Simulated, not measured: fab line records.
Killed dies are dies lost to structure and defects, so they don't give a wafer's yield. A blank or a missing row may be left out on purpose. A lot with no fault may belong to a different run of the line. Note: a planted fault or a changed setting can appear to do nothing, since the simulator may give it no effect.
What tool caused it? | flow gf180mcu | Sampling: 11 lots, 33 wafers, 2 of 602 route steps

== WHAT THE GAUGES READ, wafer by wafer ==
GF_V5_THK_MEAS_03. Usual: V5_CVD_02_THK gives 1455 nm (standard deviation 21).
lot  | measured     | on            | V5_CVD_02_THK (nm) | flag
L376 | day 25 23:46 | film_metro-02 | 1474 1487 1471     |
L377 | day 27 03:50 | film_metro-02 | 1423 1469 1476     |
L378 | day 27 11:04 | film_metro-04 | 1446 1436 1496     |
L379 | day 27 13:47 | film_metro-02 | 1446 1427 1477     |
L381 | day 28 01:19 | film_metro-02 | 1417 1438 1468     |
L388 | day 29 21:52 | film_metro-02 | 1471 1446 1495     |
L392 | day 31 02:12 | film_metro-04 | 1467 1474 1496     |
L393 | day 31 14:19 | film_metro-02 | 1447 1475 1470     |
L397 | day 32 15:08 | film_metro-02 | 1439 1472 1465     |
L398 | day 32 15:58 | film_metro-04 | 1443 1485 1472     |
L399 | day 32 18:32 | film_metro-02 | 1446 1422 1471     |

== WHICH TOOL RAN EACH LOT (tool, then ch and the chambers of the sampled wafers, then the start) ==
lot  | GF_M5_ETCH_09
L376 | rie_diel-02 ch 1,2,3, day 25 22:49
L377 | rie_diel-02 ch 0,2,3, day 27 02:55
L378 | rie_diel-04 ch 0,1,3, day 27 10:08
L379 | rie_diel-04 ch 1,2,3, day 27 12:51
L381 | rie_diel-03 ch 1,2, day 28 00:26
L388 | rie_diel-04 ch 0,1, day 29 20:57
L392 | rie_diel-04 ch 0,1, day 31 01:16
L393 | rie_diel-03 ch 1,2,3, day 31 13:26
L397 | rie_diel-04 ch 0,2, day 32 14:15
L398 | rie_diel-03 ch 1,2,3, day 32 14:58
L399 | rie_diel-02 ch 1,2,3, day 32 17:39
- GF_M5_ETCH_09: etches Si3N4 in CF4/O2, target depth 52 nm, time 11.6 s.

== AS READ BY THE TOOLS THEMSELVES (means over the sampled wafers that have a number; for cases with no such wafer, the mark the record gives instead) ==
GF_M5_ETCH_09. Usual: bias_w 150.0 W, standard deviation 0.43; cf4_flow_sccm 79.97 sccm, standard deviation 0.24; drypump_motor_current_A 5.9 A, standard deviation 0.35; oes_product_au 1.000 a.u., standard deviation 0.014; throttle_valve_pct 5.971 %, standard deviation 0.0098.
lot  | tool        | bias_w (W) | cf4_flow_sccm (sccm) | drypump_motor_current_A (A) | oes_product_au (a.u.) | throttle_valve_pct (%) | flag
L376 | rie_diel-02 | 150.0      | 80.07                | 6.0                         | 0.998                 | 5.973                  |
L377 | rie_diel-02 | 149.8      | 79.88                | 5.8                         | 0.996                 | 5.965                  |
L378 | rie_diel-04 | 149.9      | 79.81                | 5.7                         | 0.984                 | 5.962                  |
L379 | rie_diel-04 | 150.0      | 79.92                | 6.0                         | 1.005                 | 5.973                  |
L381 | rie_diel-03 | 150.6      | 79.91                | 5.8                         | 1.008                 | 5.976                  |
L388 | rie_diel-04 | 150.0      | 79.99                | 5.8                         | 0.992                 | 5.971                  |
L392 | rie_diel-04 | 149.5      | 79.93                | 6.0                         | 1.001                 | 5.975                  |
L393 | rie_diel-03 | 149.9      | 79.86                | 5.6                         | 1.014                 | 5.970                  |
L397 | rie_diel-04 | 150.2      | 80.07                | 6.2                         | 1.008                 | 5.972                  |
L398 | rie_diel-03 | 149.8      | 79.91                | 5.6                         | 1.002                 | 5.972                  |
L399 | rie_diel-02 | 150.0      | 79.91                | 6.0                         | 1.005                 | 5.965                  |

== THE ANSWER, worked out from the rows above alone ==
Rule: a lot is off if the mean of its wafers that have a number lies more than 3 standard deviations from the usual mean. A lot without any number at a reading at which 4 lots or more have one is off too. Any other lot the step has rows for is counted as sound. The gauges are gone through in route order, then the tools' own readings, and for those a lot's mean is taken as printed above. At the first step where some lot is off, the reading lying furthest off is the one used; lots without a number count as furthest.
None of the lots is off at any reading shown; this tells nothing.

== WHAT THE SIMULATOR PUT IN ==
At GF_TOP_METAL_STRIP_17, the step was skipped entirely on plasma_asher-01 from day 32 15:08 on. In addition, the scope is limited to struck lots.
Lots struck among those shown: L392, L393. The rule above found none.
